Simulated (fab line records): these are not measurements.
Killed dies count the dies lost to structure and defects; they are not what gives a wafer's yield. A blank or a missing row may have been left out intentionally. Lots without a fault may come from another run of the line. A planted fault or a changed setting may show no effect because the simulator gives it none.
What tool caused it?	flow sky130	13 lots with 39 wafers sampled at 2 steps, on a route of 708 steps

## WHAT THE GAUGES SHOWED, per wafer
SKY_VT_ADJUST_LVTN_OVL_MEAS_18. Usual: VT_ADJUST_LVTN_01_OVL -0.4 nm, standard deviation 1.2.
lot	measured	on	VT_ADJUST_LVTN_01_OVL (nm)	flag
L936	day 8 00:17	overlay-02	1.4 1.3 1.3	
L937	day 8 04:38	overlay-02	-0.4 -1.4 0.5	
L939	day 8 20:08	overlay-02	-0.1 -0.1 -0.1	
L940	day 9 00:23	overlay-02	0.5 -1.9 0.3	
L941	day 9 08:32	overlay-01	-1.8 -2.4 -2.6	
L942	day 9 15:13	overlay-02	0.4 -0.7 0.7	
L943	day 9 17:32	overlay-02	-2.2 -2.0 -0.3	
L945	day 10 15:02	overlay-01	-1.4 -0.5 -1.5	
L946	day 11 03:20	overlay-01	-1.4 -1.4 -1.3	
L947	day 11 11:10	overlay-02	-1.3 -0.6 -1.0	
L952	day 12 19:28	overlay-02	3.4 3.9 1.5	
L956	day 14 05:28	overlay-01	1.6 -0.9 -1.2	
L958	day 14 11:11	overlay-02	-0.2 -1.0 0.0	

SKY_RES_PROTECT_TW_MEAS_08. Usual: POLY_GATE_TW 4017, standard deviation 31.
lot	measured	on	POLY_GATE_TW	flag
L936	day 15 12:14	film_metro-02	4063 4047 4048	
L937	day 15 16:24	film_metro-03	4038 4027 4026	
L939	day 16 18:40	film_metro-03	4004 4032 4001	
L940	day 16 19:37	film_metro-04	3991 3975 3998	
L941	day 17 06:25	film_metro-03	4038 4042 4029	
L942	day 17 15:53	film_metro-02	4080 4060 4069	
L943	day 17 17:47	film_metro-02	4040 4054 4046	
L945	day 18 23:32	film_metro-04	3964 3988 4000	
L946	day 19 15:42	film_metro-04	3986 3961 3964	
L947	day 19 19:50	film_metro-03	4048 4031 4036	
L952	day 21 13:28	film_metro-04	3996 3987 3965	
L956	day 23 13:40	film_metro-02	4039 4028 4010	
L958	day 23 14:34	film_metro-03	4021 4023 4023	

## EACH LOT AND THE TOOL THAT RAN IT (in order: tool; ch and the chambers of the sampled wafers; start)
The record holds no process step before these readings.

## AS READ BY THE TOOLS THEMSELVES (means over the sampled wafers that have a number; for cases with no such wafer, the mark the record gives instead)
The record holds no such reading with a usual standard deviation.

## THE ANSWER, worked out from the rows above alone
Rule: a lot counts as off when the mean over its wafers that have a number is more than 3 standard deviations away from the usual mean. A lot without any number at a reading at which 4 lots or more have one is off too. Where the step has rows for the other lots, those lots are counted as sound. First the gauges in route order, then the tools' own readings, where a lot's mean is used as printed above. The first step at which some lot is off is used, and at that step the reading that is off furthest; a lot without a number counts as furthest.
Across all readings shown, no lot is off: no conclusion can be drawn from this.

## WHAT HAD BEEN PUT IN BY THE SIMULATOR
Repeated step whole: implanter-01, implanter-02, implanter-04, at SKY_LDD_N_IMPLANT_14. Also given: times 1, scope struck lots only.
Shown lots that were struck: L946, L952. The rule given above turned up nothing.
